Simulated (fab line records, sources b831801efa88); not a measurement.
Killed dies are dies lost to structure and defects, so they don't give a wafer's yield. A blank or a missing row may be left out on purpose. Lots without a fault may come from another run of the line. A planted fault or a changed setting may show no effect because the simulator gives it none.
Which tool did it? | flow gf180mcu | 7 lots, 21 wafers sampled, at 1 step of a route of 602

WHAT THE GAUGES READ, wafer by wafer
GF_POLY_GATE_CD_MEAS_18.
lot  | measured     | on        | cd_nm (nm)
L346 | day 9 18:26  | cd_sem-01 | 281.5 280.3 280.1
L348 | day 10 07:55 | cd_sem-02 | 280.4 276.8 278.2
L350 | day 11 03:32 | cd_sem-01 | 284.7 286.6 282.8
L353 | day 11 23:51 | cd_sem-02 | 279.6 277.8 277.9
L355 | day 12 07:02 | cd_sem-01 | 281.5 279.8 279.6
L362 | day 15 01:49 | cd_sem-01 | 280.1 278.9 279.5
L367 | day 16 10:10 | cd_sem-01 | 281.3 282.5 281.6

WHICH TOOL RAN EACH LOT (tool, then ch and the chambers of the sampled wafers, then the start)
The record holds no process step before these readings.

THE ANSWER, worked out from the rows above alone
Rule: what is usual is taken from the lots themselves. Put in order of their means at a reading, lots are off if they are a third of the lots or fewer, leave a main group of 4 or more, and stand apart from it by a gap of 3 or more times the standard deviation of the main group's means; of several such gaps the widest counts. A main group whose means are all the same, to the digits that the tables above print for the reading, isn't used. A lot without any number at a reading at which 4 lots or more have one is off too. The other lots that the step has rows for count as sound.
No lot is off at any reading shown: from this, nothing can be told.

WHAT THE SIMULATOR HAD PUT IN
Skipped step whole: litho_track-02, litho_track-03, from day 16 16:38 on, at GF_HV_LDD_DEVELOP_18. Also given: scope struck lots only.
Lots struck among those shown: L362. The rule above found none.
